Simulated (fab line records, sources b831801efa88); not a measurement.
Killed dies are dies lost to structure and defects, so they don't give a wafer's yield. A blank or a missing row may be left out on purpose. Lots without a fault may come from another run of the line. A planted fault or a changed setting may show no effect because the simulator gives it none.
Tool commonality check | flow sky130 | 12 lots, 36 wafers sampled

WHY IT WAS OPENED
At SKY_SPACER_THK_MEAS_01 the reading SPACER_CVD_00_THK is flagged on 2 of 12 lots. Wafers without a fault read 43.0 nm, standard deviation 0.43.
Rule: a lot is flagged when every wafer of it that has a number lies more than 4 standard deviations from that mean, or none has a number. The other lots count as sound.

lot  | measured     | on            | SPACER_CVD_00_THK (nm), wafer by wafer | flag
L811 | day 23 08:23 | film_metro-02 | 43.4 43.4 43.3                         |
L812 | day 23 22:55 | film_metro-02 | 42.5 43.0 42.8                         |
L813 | day 24 01:29 | film_metro-01 | 43.0 43.1 42.6                         |
L814 | day 24 01:29 | film_metro-03 | 43.1 43.3 43.1                         |
L816 | day 25 07:29 | film_metro-01 | 42.8 43.1 42.9                         |
L817 | day 25 14:40 | film_metro-03 | 43.2 42.9 42.8                         |
L820 | day 26 12:36 | film_metro-03 | 43.4 43.6 44.0                         |
L823 | day 27 08:49 | film_metro-02 | 79.8 79.5 79.4                         | FLAGGED
L824 | day 27 18:54 | film_metro-01 | 78.9 79.4 79.3                         | FLAGGED
L832 | day 30 22:47 | film_metro-01 | 42.7 43.0 43.2                         |
L833 | day 30 22:48 | film_metro-03 | 43.5 43.4 43.0                         |
L834 | day 30 22:52 | film_metro-02 | 43.5 43.5 43.6                         |
The numbers of the flagged lots are 79.4 nm on average: +36.4 nm against the usual, or +85 standard deviations.

WHICH TOOL RAN EACH LOT
The record holds 1 process step before the reading, out of a route of 708 steps. In each cell: the tool, then ch and the chambers that the sampled wafers went through, then the start.
lot  | flag    | SKY_SPACER_CVD_00
L811 |         | lpcvd-02 ch 0, day 23 07:11
L812 |         | lpcvd-02 ch 0, day 23 21:41
L813 |         | lpcvd-02 ch 0, day 24 00:15
L814 |         | lpcvd-02 ch 1, day 24 00:15
L816 |         | lpcvd-02 ch 0, day 25 06:16
L817 |         | lpcvd-02 ch 1, day 25 13:27
L820 |         | lpcvd-02 ch 1, day 26 11:24
L823 | FLAGGED | lpcvd-02 ch 1, day 27 07:37
L824 | FLAGGED | lpcvd-02 ch 0, day 27 17:42
L832 |         | lpcvd-02 ch 1, day 30 21:35
L833 |         | lpcvd-02 ch 1, day 30 21:35
L834 |         | lpcvd-02 ch 0, day 30 21:35
What these steps do:
- SKY_SPACER_CVD_00: deposits Si3N4 from DCS/NH3, target thk 43.1 nm, time 740 s.
- SKY_SPACER_THK_MEAS_01

FLAGGED OVER TOTAL, TOOL BY TOOL (the gauges that took the reading come last)
step                   | tool          | lots run | flagged | share of the flagged lots | sound lots run after its first flagged lot
SKY_SPACER_CVD_00      | lpcvd-02      | 12       | 2       | all                       | 3 (L832,L833,L834)
SKY_SPACER_THK_MEAS_01 | film_metro-01 | 4        | 1       | some                      | 1 (L832)
SKY_SPACER_THK_MEAS_01 | film_metro-02 | 4        | 1       | some                      | 1 (L834)
SKY_SPACER_THK_MEAS_01 | film_metro-03 | 4        | 0       | none                      | -

WHAT THE TABLE ALLOWS
1 row of the table ran every flagged lot: lpcvd-02 at SKY_SPACER_CVD_00.
- lpcvd-02 at SKY_SPACER_CVD_00: 2 of its 12 lots flagged. Sound lots ran on it after the first flagged one (L832, L833, L834), which a lasting fault on the whole tool wouldn't allow.
No row of the table ran every flagged lot and no sound lot after the first.

WHAT THE SIMULATOR HAD PUT IN
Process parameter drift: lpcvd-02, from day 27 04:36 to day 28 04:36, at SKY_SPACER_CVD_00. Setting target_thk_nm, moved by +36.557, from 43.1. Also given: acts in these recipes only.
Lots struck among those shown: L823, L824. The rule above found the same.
